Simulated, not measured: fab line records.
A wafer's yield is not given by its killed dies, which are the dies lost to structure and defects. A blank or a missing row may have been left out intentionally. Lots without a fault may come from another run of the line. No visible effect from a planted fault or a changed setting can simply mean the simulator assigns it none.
fab line records	flow sfqLine
record lots=7	wafers=21	lastDay=96
route steps=325 shown I4@176 JJ@178 M5@198 A5B@209 R5@212 M8@325
lots untouched by any fault: they come from a run of this same line in which no faults occurred
startH: start of the lot's first displayed wafer, in hours after the record's first day	waitH: time in hours since the lot's previous step	" the same as in the row above	L1.1+2: a row that stands for several wafers	- either no value or no given start	* or withheld: withheld	< > ~ a bound
route shown NAME@n: NAME is a module with steps in the file, n the number in the route of the first one	usual: average and standard deviation across the fault-free wafers	same: alike in all rows	chamber/n: place in a boat	sites: readings site by site	_std_site: the standard deviation of these	_edge_site: outer sites' mean less inner sites'	radiusMm: how far each site lies from the wafer's centre	mask NAME#n: copy n	behind: the most recent tool/chamber to have shaped the wafer	hold: cause of the lot's hold/its duration in hours/its outcome	device: whichever transistor did not switch (one of n, p or np)	end of line: at the end of the route, the tests of the same wafers	for a step that has no rows: nothing shown but its recipe	killed: the dies lost at the first sort to structure and to defects; this is not the yield of the wafer	map: dies across one wafer; x = killed, . = not, _ = none there
set.NAME: setting as actually run; set.NAME@STEP: the setting as run at that earlier step	model.NAME: the simulator's own value behind a step, which no gauge read
a table for each step, a row for each wafer; lots at some steps of the route
services: when a tool's chamber went out of use (startH, in hours from the record's first day, below 0 if earlier), for how many hours, and the reason
## steps
# step SFQ_TRILAYER_I4_VIA_STRIP_STRIP_107
# recipe gas=O2	powerW=200	platenTempC=40	overashFraction=0.65	chemistry=O2	pressureMtorr=50
# step SFQ_TRILAYER_I4_VIA_STRIP_SOLV_CLEAN_108
# recipe chemistry=NMP	tempC=70	timeS=600
# step SFQ_TRILAYER_JJ_TRILAYER_DEP_PRE_CLEAN_113
# recipe gas=Ar	timeS=22.5	biasV=250
# step SFQ_TRILAYER_JJ_TRILAYER_DEP_SPUTTER_109
# recipe material=Nb	basePressurePa=1.33e-06	chamberPressurePa=0.1333	substrateTempC=20	targetThkNm=150	powerW=2000	timeS=100
# usual throttleValvePct=29.8/1.1
lot.wafer	tool	chamber	startH	waitH	throttleValvePct
L732.1	pvdSputter-04	-	1268.54	0.0	28.6
L732.2	"	-	"	"	30.5
L732.5	"	-	"	"	29.2
L738.2	pvdSputter-05	-	1424.20	0.0	30.7
L738.3	"	-	"	"	28.8
L738.5	"	-	"	"	30.8
L739.3	pvdSputter-06	-	1542.66	0.0	28.9
L739.5	"	-	"	"	29.8
L739.6	"	-	"	"	28.8
L741.2	pvdSputter-05	-	1560.55	0.0	30.6
L741.3	"	-	"	"	30.7
L741.6	"	-	"	"	28.4
L740.1	pvdSputter-04	-	1565.50	0.0	28.7
L740.2	"	-	"	"	30.5
L740.3	"	-	"	"	30.4
L748.1	pvdSputter-05	-	1648.82	0.0	29.1
L748.2	"	-	"	"	30.9
L748.3	"	-	"	"	27.9
L749.1	pvdSputter-04	-	1654.62	0.0	28.6
L749.3	"	-	"	"	29.7
L749.4	"	-	"	"	30.4
# step SFQ_TRILAYER_JJ_TRILAYER_DEP_SPUTTER_110
# recipe material=Al	basePressurePa=1.33e-06	targetThkNm=8	powerW=500	timeS=10	chamberPressurePa=0.4
# step SFQ_TRILAYER_JJ_TRILAYER_DEP_AL_OXIDATION_111
# recipe pressureMbar=0.014667	oxidationTimeS=600	temperatureK=293
# step SFQ_TRILAYER_JJ_TRILAYER_DEP_SPUTTER_112
# recipe material=Nb	basePressurePa=1.33e-06	chamberPressurePa=0.1333	substrateTempC=20	targetThkNm=170	powerW=2000	timeS=113.3
# step SFQ_JJ_RS_MEAS_929
# recipe thkMeasGauge=four-point-probe	reads=Nb_of_TRILAYER_JJ_TRILAYER_DEP_SPUTTER_112
# usual JJ_NB_RS=1.051/0.0091
lot.wafer	tool	chamber	startH	waitH	JJ_NB_RS[ohm/sq]
L732.1	filmMetro-04	-	1269.72	0.0	1.042
L732.2	"	-	"	"	1.037
L732.5	"	-	"	"	1.032
L738.2	filmMetro-04	-	1425.39	0.1	1.058
L738.3	"	-	"	"	1.061
L738.5	"	-	"	"	1.060
L739.3	filmMetro-04	-	1543.88	0.1	1.045
L739.5	"	-	"	"	1.049
L739.6	"	-	"	"	1.044
L741.2	filmMetro-04	-	1561.74	0.1	1.043
L741.3	"	-	"	"	1.041
L741.6	"	-	"	"	1.040
L740.1	filmMetro-01	-	1566.68	0.0	1.035
L740.2	"	-	"	"	1.047
L740.3	"	-	"	"	1.047
L748.1	filmMetro-04	-	1650.00	0.0	1.058
L748.2	"	-	"	"	1.066
L748.3	"	-	"	"	1.058
L749.1	filmMetro-01	-	1655.79	0.0	1.053
L749.3	"	-	"	"	1.048
L749.4	"	-	"	"	1.037
# step SFQ_TRILAYER_JJ_CE_LITHO_COAT_119
# recipe resist=BARC	spinRpm=3000	resistThkNm=62
# step SFQ_TRILAYER_JJ_CE_LITHO_COAT_114
# recipe resist=KrF	spinRpm=3000	resistThkNm=608.3
# step SFQ_TRILAYER_JJ_CE_LITHO_SOFTBAKE_118
# recipe tempC=withheld	timeS=withheld	resist=KrF
# step SFQ_TRILAYER_JJ_CE_LITHO_EXPOSE_115
# recipe maskId=J5	na=0.6	sourceShape=conventional	sigmaOuter=0.65	targetCdNm=700	doseMj=14.4
# usual exposureDoseMJCm2=14.398/0.013	focusOffsetNm=-0.1/0.49	stageVelMmS=500.02/0.26
lot.wafer	tool	chamber	startH	waitH	mask	exposureDoseMJCm2	focusOffsetNm	stageVelMmS
L732.1	krfScanner-01	0	1270.65	-	J5#0	14.414	-0.1	499.92
L732.2	"	0	"	"	J5#0	14.405	0.2	500.33
L732.5	"	0	"	"	J5#0	14.411	0.4	500.06
L738.2	krfScanner-01	0	1475.17	-	J5#0	14.406	-0.8	500.05
L738.3	"	0	"	"	J5#0	14.410	0.7	500.06
L738.5	"	0	"	"	J5#0	14.404	-0.4	499.84
L739.3	krfScanner-01	0	1549.46	-	J5#0	14.740	-0.6	499.56
L739.5	"	0	"	"	J5#0	14.738	0.1	500.18
L739.6	"	0	"	"	J5#0	14.721	-1.1	500.22
L741.2	krfScanner-01	0	1563.97	-	J5#0	14.706	-0.3	500.39
L741.3	"	0	"	"	J5#0	14.724	-0.2	499.87
L741.6	"	0	"	"	J5#0	14.700	0.2	500.12
L740.1	krfScanner-01	0	1568.75	-	J5#0	14.733	-0.4	499.72
L740.2	"	0	"	"	J5#0	14.730	0.2	499.74
L740.3	"	0	"	"	J5#0	14.707	-0.7	499.47
L748.1	krfScanner-02	0	1654.48	-	J5#0	14.426	0.3	500.27
L748.2	"	0	"	"	J5#0	14.414	-0.5	499.97
L748.3	"	0	"	"	J5#0	14.406	-0.1	500.06
L749.1	krfScanner-02	0	1656.72	-	J5#0	14.409	-0.6	500.46
L749.3	"	0	"	"	J5#0	14.401	-0.1	500.18
L749.4	"	0	"	"	J5#0	14.413	-0.5	500.04
# step SFQ_TRILAYER_JJ_CE_LITHO_PEB_117
# recipe pebTempC=115	pebTimeS=60	resist=KrF
# step SFQ_TRILAYER_JJ_CE_LITHO_DEVELOP_116
# recipe timeS=60	resist=KrF
# step SFQ_JJ_OVL_MEAS_931
# usual J5_OVL=-1/4.7
lot.wafer	tool	chamber	startH	waitH	J5_OVL[nm]
L732.1	overlay-02	-	1272.15	0.1	3
L732.2	"	-	"	"	6
L732.5	"	-	"	"	-4
L738.2	overlay-02	-	1476.47	0.1	3
L738.3	"	-	"	"	1
L738.5	"	-	"	"	-2
L739.3	overlay-01	-	1550.57	0.1	-1
L739.5	"	-	"	"	1
L739.6	"	-	"	"	3
L741.2	overlay-01	-	1565.27	0.1	-3
L741.3	"	-	"	"	2
L741.6	"	-	"	"	-3
L740.1	overlay-01	-	1570.25	0.1	5
L740.2	"	-	"	"	0
L740.3	"	-	"	"	0
L748.1	overlay-02	-	1655.98	0.1	-2
L748.2	"	-	"	"	0
L748.3	"	-	"	"	-3
L749.1	overlay-01	-	1658.22	0.1	-3
L749.3	"	-	"	"	-2
L749.4	"	-	"	"	4
# step SFQ_TRILAYER_JJ_CE_METRO_MEASURE_117
# step SFQ_TRILAYER_JJ_CE_BARC_OPEN_RIE_150
# recipe maskMaterial=PR	chemistry=O2	targetDepthNm=240	target=BARC	icpW=600	biasW=80	pressureMtorr=10	timeS=80
# usual drypumpMotorCurrentA=5.9/0.33	oesProductAu=0.538/0.0047
lot.wafer	tool	chamber	startH	waitH	drypumpMotorCurrentA	oesProductAu	rfHoursCounterH	model.JJ.cdNm
L732.1	rieMetal-04	1	1273.38	1.0	6.4	0.532	112	699.3
L732.2	"	1	"	"	6.4	0.529	-	699.3
L732.5	"	1	"	"	6.4	0.539	-	699.1
L738.2	rieMetal-04	1	1477.70	0.8	6.3	0.536	8	699.7
L738.3	"	1	"	"	6.4	0.529	-	699.2
L738.5	"	1	"	"	6.4	0.530	-	699.6
L739.3	rieMetal-04	0	1551.82	0.6	5.7	0.536	-	697.3
L739.5	"	0	"	"	5.7	0.540	-	697.7
L739.6	"	1	"	"	6.4	0.534	-	697.4
L741.2	rieMetal-02	1	1566.50	0.8	6.0	0.535	118	697.5
L741.3	"	1	"	"	6.0	0.541	-	698.3
L741.6	"	0	"	"	5.5	0.533	-	698.1
L740.1	rieMetal-02	1	1571.49	1.0	6.0	0.538	119	696.2
L740.2	"	0	"	"	5.5	0.535	28	696.7
L740.3	"	0	"	"	5.5	0.545	-	697.7
L748.1	rieMetal-01	0	1657.22	1.0	5.6	0.531	19	702.3
L748.2	"	1	"	"	5.9	0.539	58	699.6
L748.3	"	1	"	"	5.9	0.534	-	698.9
L749.1	rieMetal-01	0	1659.46	1.0	5.6	0.541	20	699.9
L749.3	"	0	"	"	5.6	0.540	-	700.7
L749.4	"	1	"	"	5.9	0.545	-	698.7
# step SFQ_TRILAYER_JJ_CE_ETCH_RIE_118
# recipe target=Nb	stopOn=Al2O3	maskMaterial=PR	taperDeg=13.257	overEtchFrac=0.15	timeS=97.7	chemistry=SF6	targetDepthNm=170	icpW=600	biasW=80	pressureMtorr=10
# usual drypumpMotorCurrentA=5.9/0.33	oesProductAu=0.985/0.0052
lot.wafer	tool	chamber	startH	waitH	drypumpMotorCurrentA	oesProductAu	rfHoursCounterH	model.JJ.cdNm
L732.1	rieMetal-04	1	1273.57	0.2	6.4	0.988	112	699.4
L732.2	"	1	"	"	6.4	0.991	-	698.9
L732.5	"	1	"	"	6.4	0.986	-	698.9
L738.2	rieMetal-04	1	1477.79	0.1	6.4	0.983	8	699.9
L738.3	"	1	"	"	6.4	0.989	-	699.1
L738.5	"	1	"	"	6.4	0.988	-	699.8
L739.3	rieMetal-04	0	1551.92	0.1	5.7	0.987	-	696.7
L739.5	"	0	"	"	5.7	0.980	-	696.5
L739.6	"	1	"	"	6.3	0.983	-	696.4
L741.2	rieMetal-02	1	1566.60	0.1	6.0	0.981	118	696.5
L741.3	"	1	"	"	6.0	0.989	-	697.5
L741.6	"	0	"	"	5.5	0.986	-	698
L740.1	rieMetal-02	1	1571.58	0.1	6.0	0.981	119	695.7
L740.2	"	0	"	"	5.4	0.984	28	696.8
L740.3	"	0	"	"	5.4	0.976	-	697.9
L748.1	rieMetal-01	0	1657.31	0.1	5.6	0.987	20	702.7
L748.2	"	1	"	"	5.9	0.978	58	699
L748.3	"	1	"	"	5.9	0.987	-	699.2
L749.1	rieMetal-01	0	1659.55	0.1	5.7	0.985	20	700
L749.3	"	0	"	"	5.6	0.997	-	700.6
L749.4	"	1	"	"	5.8	0.993	-	698.2
# step SFQ_TRILAYER_JJ_ANODIZE_ANODIZE_119
# recipe currentDensityMaCm2=withheld	endCurrentDensityMaCm2=withheld	bathTempC=withheld
# step SFQ_TRILAYER_JJ_CE_STRIP_STRIP_120
# recipe gas=O2	powerW=200	platenTempC=40	overashFraction=0.65	chemistry=O2	pressureMtorr=50
# usual drypumpMotorCurrentA=5.69/0.2	oesProductAu=0.999/0.0083
lot.wafer	tool	chamber	startH	waitH	drypumpMotorCurrentA	oesProductAu	rfHoursCounterH
L732.1	rieMetal-02	1	1274.28	0.0	5.99	0.979	76
L732.2	"	0	"	"	5.45	0.999	108
L732.5	"	1	"	"	5.99	0.988	-
L738.2	rieMetal-02	0	1478.40	0.0	5.49	0.996	15
L738.3	"	1	"	"	6.00	0.987	-
L738.5	"	0	"	"	5.47	1.002	-
L739.3	rieMetal-01	0	1553.19	0.2	5.65	0.996	-
L739.5	"	1	"	"	5.87	0.999	-
L739.6	"	0	"	"	5.64	0.996	-
L741.2	rieMetal-02	1	1567.70	0.0	6.02	1.009	118
L741.3	"	1	"	"	5.99	1.002	-
L741.6	"	1	"	"	6.02	0.991	-
L740.1	rieMetal-02	0	1572.18	0.0	5.48	0.994	28
L740.2	"	1	"	"	6.03	0.983	119
L740.3	"	0	"	"	5.47	0.993	-
L748.1	rieMetal-02	0	1657.92	0.0	5.47	0.999	46
L748.2	"	0	"	"	5.46	0.999	-
L748.3	"	0	"	"	5.46	0.999	-
L749.1	rieMetal-02	0	1660.16	0.0	5.48	0.986	46
L749.3	"	0	"	"	5.46	0.993	-
L749.4	"	0	"	"	5.49	0.997	-
# step SFQ_TRILAYER_JJ_CE_STRIP_SOLV_CLEAN_121
# recipe chemistry=NMP	tempC=70	timeS=600
# step SFQ_TRILAYER_M5_LITHO_COAT_128
# recipe resist=BARC	spinRpm=3000	resistThkNm=62
# step SFQ_TRILAYER_M5_LITHO_COAT_123
# recipe resist=KrF	spinRpm=3000	resistThkNm=600
# step SFQ_TRILAYER_M5_LITHO_SOFTBAKE_127
# recipe tempC=withheld	timeS=withheld	resist=KrF
# step SFQ_TRILAYER_M5_LITHO_EXPOSE_124
# recipe maskId=M5	na=0.6	sourceShape=conventional	sigmaOuter=0.65	targetCdNm=700	doseMj=14.4
# step SFQ_TRILAYER_M5_LITHO_PEB_126
# recipe pebTempC=115	pebTimeS=60	resist=KrF
# step SFQ_TRILAYER_M5_LITHO_DEVELOP_125
# recipe timeS=60	resist=KrF
# step SFQ_M5_OVL_MEAS_932
# usual M5_OVL=1/6
lot.wafer	tool	chamber	startH	waitH	M5_OVL[nm]
L732.1	overlay-02	-	1393.35	0.1	-10
L732.2	"	-	"	"	-3
L732.5	"	-	"	"	-12
L738.2	overlay-02	-	1482.51	0.1	1
L738.3	"	-	"	"	14
L738.5	"	-	"	"	10
L739.3	overlay-01	-	1556.03	0.1	11
L739.5	"	-	"	"	8
L739.6	"	-	"	"	-3
L741.2	overlay-01	-	1571.46	0.1	-9
L741.3	"	-	"	"	0
L741.6	"	-	"	"	-9
L740.1	overlay-01	-	1576.00	0.1	8
L740.2	"	-	"	"	-3
L740.3	"	-	"	"	12
L748.1	overlay-01	-	1788.22	0.1	1
L748.2	"	-	"	"	7
L748.3	"	-	"	"	1
L749.1	overlay-01	-	1793.02	0.1	-1
L749.3	"	-	"	"	-3
L749.4	"	-	"	"	3
# step SFQ_TRILAYER_M5_BARC_OPEN_METAL_ETCH_161
# recipe maskMaterial=PR	chemistry=O2	targetDepthNm=125	target=BARC	icpW=583.8	biasW=80	pressureMtorr=10	timeS=41.7
# usual drypumpMotorCurrentA=5.9/0.31	oesProductAu=0.685/0.0047
lot.wafer	tool	chamber	startH	waitH	drypumpMotorCurrentA	oesProductAu	rfHoursCounterH
L732.1	rieMetal-04	1	1393.39	0.0	6.3	0.690	124
L732.2	"	0	"	"	5.7	0.690	37
L732.5	"	1	"	"	6.4	0.686	-
L738.2	rieMetal-01	0	1482.56	0.0	5.6	0.688	-
L738.3	"	0	"	"	5.6	0.691	-
L738.5	"	0	"	"	5.6	0.688	-
L739.3	rieMetal-01	1	1556.07	0.0	5.9	0.683	-
L739.5	"	0	"	"	5.6	0.689	-
L739.6	"	1	"	"	5.9	0.679	-
L741.2	rieMetal-03	1	1571.49	0.0	5.8	0.678	101
L741.3	"	0	"	"	6.3	0.694	-
L741.6	"	0	"	"	6.3	0.692	-
L740.1	rieMetal-01	0	1576.04	0.0	5.6	0.681	6
L740.2	"	1	"	"	5.9	0.680	44
L740.3	"	0	"	"	5.7	0.682	-
L748.1	rieMetal-03	0	1788.26	0.0	6.3	0.692	49
L748.2	"	0	"	"	6.3	0.686	-
L748.3	"	0	"	"	6.3	0.682	-
L749.1	rieMetal-01	1	1793.06	0.0	5.9	0.683	73
L749.3	"	0	"	"	5.7	0.687	-
L749.4	"	1	"	"	5.9	0.683	-
# step SFQ_TRILAYER_M5_ETCH_METAL_ETCH_126
# recipe target=Nb	stopOn=SiO2	maskMaterial=PR	overEtchFrac=0.15	timeS=203.2	chemistry=Cl2/BCl3	targetDepthNm=265	icpW=600	biasW=80	pressureMtorr=10
# step SFQ_TRILAYER_M5_STRIP_STRIP_127
# recipe gas=O2	powerW=200	platenTempC=40	overashFraction=0.65	chemistry=O2	pressureMtorr=50
# usual drypumpMotorCurrentA=5.9/0.31	oesProductAu=0.999/0.0078
lot.wafer	tool	chamber	startH	waitH	drypumpMotorCurrentA	oesProductAu	rfHoursCounterH
L732.1	rieMetal-04	1	1393.73	0.2	6.4	1.006	125
L732.2	"	0	"	"	5.7	0.998	37
L732.5	"	1	"	"	6.4	0.994	-
L738.2	rieMetal-01	0	1483.25	0.5	5.6	0.996	-
L738.3	"	0	"	"	5.6	1.006	-
L738.5	"	0	"	"	5.6	1.015	-
L739.3	rieMetal-01	1	1556.51	0.3	5.9	1.001	-
L739.5	"	0	"	"	5.6	0.991	-
L739.6	"	1	"	"	5.9	1.004	-
L741.2	rieMetal-03	1	1571.74	0.1	5.8	0.995	101
L741.3	"	0	"	"	6.3	0.991	-
L741.6	"	0	"	"	6.3	0.996	-
L740.1	rieMetal-01	0	1576.29	0.1	5.6	1.002	6
L740.2	"	1	"	"	5.9	0.998	45
L740.3	"	0	"	"	5.6	0.995	-
L748.1	rieMetal-03	0	1788.77	0.3	6.3	1.011	49
L748.2	"	0	"	"	6.3	1.009	-
L748.3	"	0	"	"	6.3	1.004	-
L749.1	rieMetal-01	1	1793.31	0.1	5.9	1.009	73
L749.3	"	0	"	"	5.6	1.001	-
L749.4	"	1	"	"	5.9	1.008	-
# step SFQ_TRILAYER_M5_STRIP_SOLV_CLEAN_128
# recipe chemistry=NMP	tempC=70	timeS=600
# step SFQ_TRILAYER_A5B_DEP_PECVD_129
# recipe material=SiO2	tempC=150	timeS=133.33	pressureTorr=2.4	rfW=183.3	precursor=SiH4/N2O	targetThkNm=600
# step SFQ_TRILAYER_A5B_CMP_CMP_130
# recipe stopOn=Nb	downForcePsi=3	platenRpm=60	targetThkNm=340.7
# step SFQ_TRILAYER_A5B_METRO_MEASURE_131
# usual thkNm=343/5.7
lot.wafer	tool	chamber	startH	waitH	thkNm
L732.1	filmMetro-03	-	1398.83	2.0	346
L732.2	"	-	"	"	349
L732.5	"	-	"	"	343
L738.2	filmMetro-01	-	1499.23	1.2	343
L738.3	"	-	"	"	342
L738.5	"	-	"	"	343
L739.3	filmMetro-02	-	1560.75	1.4	344
L739.5	"	-	"	"	349
L739.6	"	-	"	"	350
L741.2	filmMetro-02	-	1576.32	2.2	338
L741.3	"	-	"	"	344
L741.6	"	-	"	"	340
L740.1	filmMetro-02	-	1580.41	2.5	344
L740.2	"	-	"	"	344
L740.3	"	-	"	"	347
L748.1	filmMetro-01	-	1793.41	2.5	340
L748.2	"	-	"	"	342
L748.3	"	-	"	"	348
L749.1	filmMetro-03	-	1797.35	2.0	342
L749.3	"	-	"	"	341
L749.4	"	-	"	"	340
# step SFQ_TRILAYER_R5_DEP_SPUTTER_132
# recipe material=Ti	basePressurePa=1.33e-06	targetThkNm=5	powerW=2000	timeS=5	chamberPressurePa=0.4
# step SFQ_TRILAYER_R5_DEP_SPUTTER_133
# recipe material=MoNx	basePressurePa=1.33e-06	targetThkNm=40	powerW=1000	timeS=66.7	chamberPressurePa=0.4
# step SFQ_TRILAYER_R5_DEP_SPUTTER_134
# recipe material=Ti	basePressurePa=1.33e-06	targetThkNm=5	powerW=1975	timeS=5	chamberPressurePa=0.4
# step SFQ_R5_RS_MEAS_933
# recipe thkMeasGauge=four-point-probe	reads=Ti_of_TRILAYER_R5_DEP_SPUTTER_134+MoNx_of_TRILAYER_R5_DEP_SPUTTER_133+Ti_of_TRILAYER_R5_DEP_SPUTTER_132
# usual R5_MONX_RS=7.07/0.086
lot.wafer	tool	chamber	startH	waitH	R5_MONX_RS[ohm/sq]
L732.1	filmMetro-01	-	1400.12	0.0	6.89
L732.2	"	-	"	"	6.88
L732.5	"	-	"	"	6.89
L738.2	filmMetro-04	-	1500.34	0.0	6.95
L738.3	"	-	"	"	6.95
L738.5	"	-	"	"	6.95
L739.3	filmMetro-01	-	1561.68	0.0	7.01
L739.5	"	-	"	"	7.01
L739.6	"	-	"	"	7.08
L741.2	filmMetro-02	-	1577.44	0.0	7.05
L741.3	"	-	"	"	7.05
L741.6	"	-	"	"	7.03
L740.1	filmMetro-01	-	1581.70	0.0	7.17
L740.2	"	-	"	"	7.10
L740.3	"	-	"	"	7.16
L748.1	filmMetro-02	-	1794.70	0.0	7.10
L748.2	"	-	"	"	7.08
L748.3	"	-	"	"	7.14
L749.1	filmMetro-01	-	1798.65	0.0	7.11
L749.3	"	-	"	"	7.16
L749.4	"	-	"	"	7.15
# step SFQ_R5_THK_MEAS_934
# recipe thkMeasGauge=xrf	reads=MoNx_of_TRILAYER_R5_DEP_SPUTTER_133
# usual R5_MONX_THK=39.6/0.55
lot.wafer	tool	chamber	startH	waitH	R5_MONX_THK[nm]
L732.1	filmMetro-01	-	1400.24	0.1	41.0
L732.2	"	-	"	"	40.9
L732.5	"	-	"	"	41.2
L738.2	filmMetro-04	-	1500.45	0.1	40.4
L738.3	"	-	"	"	40.7
L738.5	"	-	"	"	40.3
L739.3	filmMetro-01	-	1561.78	0.1	39.8
L739.5	"	-	"	"	39.8
L739.6	"	-	"	"	39.3
L741.2	filmMetro-02	-	1577.55	0.1	39.6
L741.3	"	-	"	"	39.9
L741.6	"	-	"	"	39.9
L740.1	filmMetro-01	-	1581.82	0.1	39.0
L740.2	"	-	"	"	39.2
L740.3	"	-	"	"	38.8
L748.1	filmMetro-02	-	1794.82	0.1	39.6
L748.2	"	-	"	"	39.5
L748.3	"	-	"	"	39.2
L749.1	filmMetro-01	-	1798.77	0.1	39.4
L749.3	"	-	"	"	39.4
L749.4	"	-	"	"	39.2
# step SFQ_TRILAYER_R5_LITHO_COAT_141
# recipe resist=BARC	spinRpm=3000	resistThkNm=62
# step SFQ_M8_BOW_MEAS_951
# recipe mode=bow
# usual M8_BOW=10/11
lot.wafer	tool	chamber	startH	waitH	M8_BOW[um]	model.etest.jj.gTimes
L732.1	filmMetro-03	-	2105.96	0.0	7	0.9981
L732.2	"	-	"	"	16	0.9967
L732.5	"	-	"	"	29	0.9968
L738.2	filmMetro-04	-	2139.81	0.0	-5	0.9995
L738.3	"	-	"	"	4	0.9974
L738.5	"	-	"	"	-12	0.9994
L739.3	filmMetro-04	-	2143.05	0.0	42	0.9905
L739.5	"	-	"	"	37	0.99
L739.6	"	-	"	"	32	0.9897
L741.2	filmMetro-04	-	2152.75	0.0	9	0.9899
L741.3	"	-	"	"	11	0.9927
L741.6	"	-	"	"	3	0.9942
L740.1	filmMetro-03	-	2233.88	0.0	-3	0.9875
L740.2	"	-	"	"	-9	0.9908
L740.3	"	-	"	"	-16	0.994
L748.1	filmMetro-03	-	2293.74	0.0	8	1.008
L748.2	"	-	"	"	1	0.997
L748.3	"	-	"	"	9	0.9975
L749.1	filmMetro-03	-	2296.14	0.0	7	0.9998
L749.3	"	-	"	"	16	1.002
L749.4	"	-	"	"	-7	0.9946
## services
tool	chamber	startH	hours	kind
rieMetal-04	1	1249.74	12.6	repair
rieMetal-01	-	1285.56	14.6	repair
krfScanner-01	-	1305.15	0.8	pm
rieMetal-04	-	1315.15	28.1	pm
krfScanner-01	-	1354.60	4.0	pm
rieMetal-02	-	1361.70	2.8	pm
krfScanner-01	-	1370.74	1.3	pm
krfScanner-01	-	1390.85	1.0	pm
krfScanner-01	-	1427.75	2.1	repair
rieMetal-01	1	1479.11	9.3	repair
krfScanner-01	-	1537.63	5.4	repair
krfScanner-01	-	1552.66	1.3	pm
krfScanner-01	-	1558.99	1.0	pm
rieMetal-04	-	1571.34	14.6	pm
rieMetal-04	0	1598.16	22.3	repair
rieMetal-02	-	1615.47	0.2	repair
krfScanner-01	-	1615.61	0.9	repair
rieMetal-04	-	1680.12	0.4	repair
krfScanner-01	-	1683.33	3.6	pm
krfScanner-01	-	1723.01	1.3	pm
krfScanner-01	-	1727.99	1.0	pm
rieMetal-01	1	1739.91	20.6	repair
krfScanner-01	-	1770.10	0.9	repair
krfScanner-01	-	1793.92	4.4	pm
## key
firstSign step=SFQ_TRILAYER_JJ_CE_LITHO_EXPOSE_115	reading=exposureDoseMJCm2	direction=up	sigmas=25	usual=14.398	struck=14.722
effect none on later readings
modelEffect step=SFQ_TRILAYER_JJ_CE_BARC_OPEN_RIE_150	value=JJ.cdNm	without=701.1	struck=697.4
modelEffect step=SFQ_TRILAYER_JJ_CE_ETCH_RIE_118	value=JJ.cdNm	without=700.5	struck=696.9
modelEffect step=SFQ_M8_BOW_MEAS_951	value=etest.jj.gTimes	without=1.001	struck=0.991
metAt SFQ_TRILAYER_JJ_CE_LITHO_EXPOSE_115
struckWafers L739.3,L739.5,L739.6,L740.1,L740.2,L740.3,L741.2,L741.3,L741.6
onsetBetween 1475.17 1549.46
fault kind=processParameterDrift	tool=krfScanner-01	chamber=-	onsetH=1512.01	steps=SFQ_TRILAYER_JJ_CE_LITHO_EXPOSE_115	channel=doseMj	offset=0.32565	shape=step	actsIn=theseRecipesOnly	stated=14.4
